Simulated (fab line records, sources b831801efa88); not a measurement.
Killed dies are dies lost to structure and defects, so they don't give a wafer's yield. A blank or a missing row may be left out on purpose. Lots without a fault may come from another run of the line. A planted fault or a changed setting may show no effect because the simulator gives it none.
A struck lot beside a sound one | flow sky130 | 16 steps out of a route of 708
Sound: wafers L551.3, L551.4, L551.5. Struck: wafers L556.2, L556.4, L556.6. The cause comes at the end.
At each step with rows: each side's tool, then ch and its chambers, then its first start. Under that, the readings that differ: sound wafers | struck wafers | difference of the means | sigmas: that difference in standard deviations of wafers without a fault.
alike: readings whose means differ by less than 2 such deviations, and words and numbers that are the same on both sides. not compared: withheld readings, readings that some wafer has no value for, bounds like >300 that may hide the same value, and numbers for which the record gives no deviation and whose values overlap.
The two part at a step that has a row with sigmas, a row that says differs or no value, or rows on one side only. Numbers that don't overlap but have no deviation are shown without sigmas and don't part them. A reading that every wafer of one side lacks parts them only if that side has two wafers or more.

first, 1 step without rows for these wafers: SKY_LDD_N_IMPLANT_15.
SKY_LDD_N_STRIP_16: strips in O2/N2.
  sound on plasma_asher-01 ch 0,1, day 20 09:59; struck on plasma_asher-01 ch 0,1, day 21 20:48
  alike: drypump_motor_current_A, oes_product_au, strip_time_to_endpoint_s
  not compared: rf_hours_counter_h
SKY_LDD_N_TW_MEAS_17:
  sound on film_metro-03, day 20 10:04; struck on film_metro-02, day 21 20:55
  alike: LDD_N_TW
then, 7 steps without rows for these wafers: SKY_LDD_P_DEHYDRATE_00 (time 60 s); SKY_LDD_P_HMDS_01 (prime time 60 s); SKY_LDD_P_COAT_02 (resist thk 1140 nm); SKY_LDD_P_SOFTBAKE_03 (time 60 s); SKY_LDD_P_EXPOSE_04 (exposes mask PSDM, target cd 380 nm); SKY_LDD_P_PEB_05; SKY_LDD_P_DEVELOP_06 (develop time 60 s).
SKY_LDD_P_CD_MEAS_07: target cd 380 nm.
  sound on cd_sem-02, day 21 16:40; struck on cd_sem-01, day 23 03:13
  alike: cd_nm
SKY_LDD_P_OVL_MEAS_08:
  sound on overlay-01, day 21 16:46; struck on overlay-01, day 23 03:20
  alike: LDD_P_OVL
SKY_LDD_P_IMPLANT_09:
  sound on implanter-04 ch 0, day 21 16:50; struck on implanter-04 ch 0, day 23 03:23
  reading                   | sound                | struck               | difference | sigmas
  beam_energy_keV           | 25.002 25.002 24.996 | 21.127 21.119 21.122 | -3.877     | -99 or more
  model.implant.rp_nm (nm)  | 19.7 19.7 19.7       | 18.38 18.38 18.38    | -1.32      |
  model.implant.drp_nm (nm) | 11.41 11.41 11.41    | 10.13 10.13 10.13    | -1.28      |
SKY_LDD_P_STRIP_10: strips in O2/N2.
  sound on plasma_asher-02 ch 0,1, day 21 16:58; struck on plasma_asher-03 ch 1, day 23 03:31
  alike: drypump_motor_current_A, oes_product_au, strip_time_to_endpoint_s
  not compared: rf_hours_counter_h
SKY_LDD_P_TW_MEAS_11:
  sound on film_metro-04, day 21 17:03; struck on film_metro-04, day 23 03:57
  reading  | sound       | struck      | difference | sigmas
  LDD_P_TW | 637 636 638 | 608 608 611 | -28        | -9
  not compared: hold
-- the record jumps here: 26 days lie between the struck wafers' starts before and after (it left off in module LDD_P and takes up again in module PAD_OPEN, whose first step shown is number 708 of the route) --
SKY_PAD_OPEN_PROBE_99:
  sound on prober-02, day 47 03:40; struck on prober-02, day 48 17:46
  reading                     | sound          | struck         | difference | sigmas
  model.etest.tip_p.rs_ohm_sq | 6979 6956 6926 | 7138 7087 7063 | +142       |
  alike: killed_at_M0_to_M3, killed_at_M4_up, killed_at_contacts, killed_at_front_end, killed_at_other, killed_dies, killed_open, killed_short

WHERE THEY PART
First at SKY_LDD_P_IMPLANT_09; last, within this record, at SKY_LDD_P_TW_MEAS_11. Later steps at which nothing parts them and some readings are alike: SKY_PAD_OPEN_PROBE_99.

WHY: what the simulator had put in
Process parameter drift: implanter-04, from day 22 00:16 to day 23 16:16, at SKY_LDD_P_IMPLANT_09. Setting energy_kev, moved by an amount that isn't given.
